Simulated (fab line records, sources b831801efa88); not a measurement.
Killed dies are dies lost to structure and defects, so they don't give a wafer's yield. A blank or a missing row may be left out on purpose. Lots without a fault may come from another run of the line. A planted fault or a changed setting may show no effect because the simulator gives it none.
Which tool did it? | flow sky130 | 13 lots, 39 wafers sampled, at 4 steps of a route of 708

WHAT THE GAUGES READ, wafer by wafer
SKY_METAL2_CD_MEAS_15: target cd 140 nm.
lot  | measured     | on        | cd_nm (nm)
L839 | day 35 07:19 | cd_sem-01 | 140.8 138.7 140.1
L841 | day 36 01:40 | cd_sem-01 | 139.5 139.4 139.6
L843 | day 36 09:35 | cd_sem-01 | 140.9 140.9 139.7
L844 | day 37 02:43 | cd_sem-01 | 141.9 142.6 141.0
L845 | day 37 09:21 | cd_sem-02 | 137.7 138.8 138.9
L846 | day 37 16:19 | cd_sem-01 | 141.3 140.5 140.2
L847 | day 38 00:02 | cd_sem-01 | 136.9 137.5 137.8
L849 | day 38 09:48 | cd_sem-01 | 139.5 140.6 141.6
L851 | day 39 00:15 | cd_sem-01 | 137.5 138.9 137.8
L855 | day 40 07:07 | cd_sem-01 | 140.2 137.9 139.0
L856 | day 41 01:27 | cd_sem-01 | 139.3 137.9 139.1
L861 | day 42 00:10 | cd_sem-01 | 141.3 138.7 140.6
L862 | day 42 05:46 | cd_sem-02 | 140.7 140.0 137.8

SKY_VIA2_OVL_MEAS_13.
lot  | measured     | on         | VIA2_OVL (nm)
L839 | day 36 10:50 | overlay-02 | 2 4 -5
L841 | day 37 05:35 | overlay-02 | -3 0 3
L843 | day 37 13:05 | overlay-02 | 5 -3 -1
L844 | day 38 05:10 | overlay-02 | 11 6 -6
L845 | day 38 12:35 | overlay-02 | -1 -7 3
L846 | day 38 18:59 | overlay-02 | 6 3 3
L847 | day 39 03:26 | overlay-02 | 3 -5 10
L849 | day 39 12:11 | overlay-02 | -13 -10 -9
L851 | day 40 01:59 | overlay-01 | 6 8 6
L855 | day 41 08:38 | overlay-02 | -3 -13 -7
L856 | day 42 03:17 | overlay-02 | -7 -3 -3
L861 | day 43 00:58 | overlay-02 | -5 -12 -7
L862 | day 43 07:06 | overlay-02 | -6 15 7

WHICH TOOL RAN EACH LOT (tool, then ch and the chambers of the sampled wafers, then the start)
lot  | SKY_RES_PROTECT_STRIP_07             | SKY_VIA1_CMP_24
L839 | plasma_asher-01 ch 0,1, day 15 06:49 | cmp-02 ch 2,3, day 34 04:25
L841 | plasma_asher-03 ch 0,1, day 16 00:34 | cmp-01 ch 0,1,3, day 34 23:50
L843 | plasma_asher-03 ch 0,1, day 16 06:10 | cmp-02 ch 0,3, day 35 07:25
L844 | plasma_asher-01 ch 0,1, day 17 05:46 | cmp-02 ch 0,2,3, day 36 00:40
L845 | plasma_asher-01 ch 0,1, day 17 09:01 | cmp-01 ch 0,2,3, day 36 07:01
L846 | plasma_asher-04 ch 1, day 17 22:06   | cmp-02 ch 0,1,2, day 36 14:04
L847 | plasma_asher-01 ch 0,1, day 18 03:31 | cmp-02 ch 0,2,3, day 36 21:26
L849 | plasma_asher-01 ch 0,1, day 18 18:03 | cmp-02 ch 0,1,3, day 37 07:55
L851 | plasma_asher-01 ch 0,1, day 19 11:45 | cmp-02 ch 0,1,3, day 37 22:25
L855 | plasma_asher-01 ch 0,1, day 21 04:13 | cmp-01 ch 0,1, day 39 07:48
L856 | plasma_asher-04 ch 0,1, day 21 16:03 | cmp-02 ch 0,1,2, day 40 01:11
L861 | plasma_asher-03 ch 0,1, day 22 20:07 | cmp-02 ch 1,3, day 41 00:19
L862 | plasma_asher-03 ch 0,1, day 23 08:52 | cmp-01 ch 0,2,3, day 41 06:13
- SKY_RES_PROTECT_STRIP_07: strips in O2/N2.
- SKY_VIA1_CMP_24: polishes, stops on SiO2, t overpolish 15 s, target thk 0 nm.

WHAT THE TOOLS THEMSELVES READ (means of the sampled wafers that have a number; where no wafer has one, the mark that the record gives instead)
SKY_RES_PROTECT_STRIP_07.
lot  | tool            | drypump_motor_current_A (A) | oes_product_au (a.u.) | strip_time_to_endpoint_s (s)
L839 | plasma_asher-01 | 5.7                         | 0.521                 | 23.31
L841 | plasma_asher-03 | 6.0                         | 0.519                 | 23.27
L843 | plasma_asher-03 | 6.0                         | 0.515                 | 23.34
L844 | plasma_asher-01 | 5.7                         | 0.517                 | 23.31
L845 | plasma_asher-01 | 5.3                         | 0.520                 | 23.29
L846 | plasma_asher-04 | 5.3                         | 0.518                 | 23.27
L847 | plasma_asher-01 | 5.3                         | 0.518                 | 23.31
L849 | plasma_asher-01 | 5.7                         | 0.520                 | 23.27
L851 | plasma_asher-01 | 5.3                         | 0.517                 | 23.24
L855 | plasma_asher-01 | 5.3                         | 0.515                 | 23.31
L856 | plasma_asher-04 | 5.7                         | 0.517                 | 23.31
L861 | plasma_asher-03 | 6.0                         | 0.520                 | 23.23
L862 | plasma_asher-03 | 5.9                         | 0.514                 | 23.31

SKY_VIA1_CMP_24.
lot  | tool   | motor_current_A (A) | overpolish_run_s (s) | time_to_endpoint_s (s)
L839 | cmp-02 | 10.8                | 14.991               | 65.2
L841 | cmp-01 | 11.8                | 14.999               | 65.8
L843 | cmp-02 | 11.8                | 15.000               | 63.0
L844 | cmp-02 | 10.9                | 14.995               | 66.6
L845 | cmp-01 | 11.3                | 15.000               | 71.5
L846 | cmp-02 | 11.6                | 14.998               | 69.1
L847 | cmp-02 | 10.8                | 14.998               | 63.4
L849 | cmp-02 | 11.7                | 15.007               | 66.0
L851 | cmp-02 | 12.0                | 14.992               | 66.4
L855 | cmp-01 | 11.4                | 15.002               | 60.2
L856 | cmp-02 | 11.6                | 15.005               | 67.1
L861 | cmp-02 | 11.7                | 14.999               | 66.4
L862 | cmp-01 | 11.4                | 15.003               | 62.8

THE ANSWER, worked out from the rows above alone
Rule: what is usual is taken from the lots themselves. Put in order of their means at a reading, lots are off if they are a third of the lots or fewer, leave a main group of 4 or more, and stand apart from it by a gap of 3 or more times the standard deviation of the main group's means; of several such gaps the widest counts. A main group whose means are all the same, to the digits that the tables above print for the reading, isn't used. A lot without any number at a reading at which 4 lots or more have one is off too. The other lots that the step has rows for count as sound. The gauges are gone through in route order, then the tools' own readings, and for those a lot's mean is taken as printed above. The first step at which some lot is off is used, and at that step the reading that is off furthest; a lot without a number counts as furthest.
No lot is off at any reading shown: from this, nothing can be told.

WHAT THE SIMULATOR HAD PUT IN
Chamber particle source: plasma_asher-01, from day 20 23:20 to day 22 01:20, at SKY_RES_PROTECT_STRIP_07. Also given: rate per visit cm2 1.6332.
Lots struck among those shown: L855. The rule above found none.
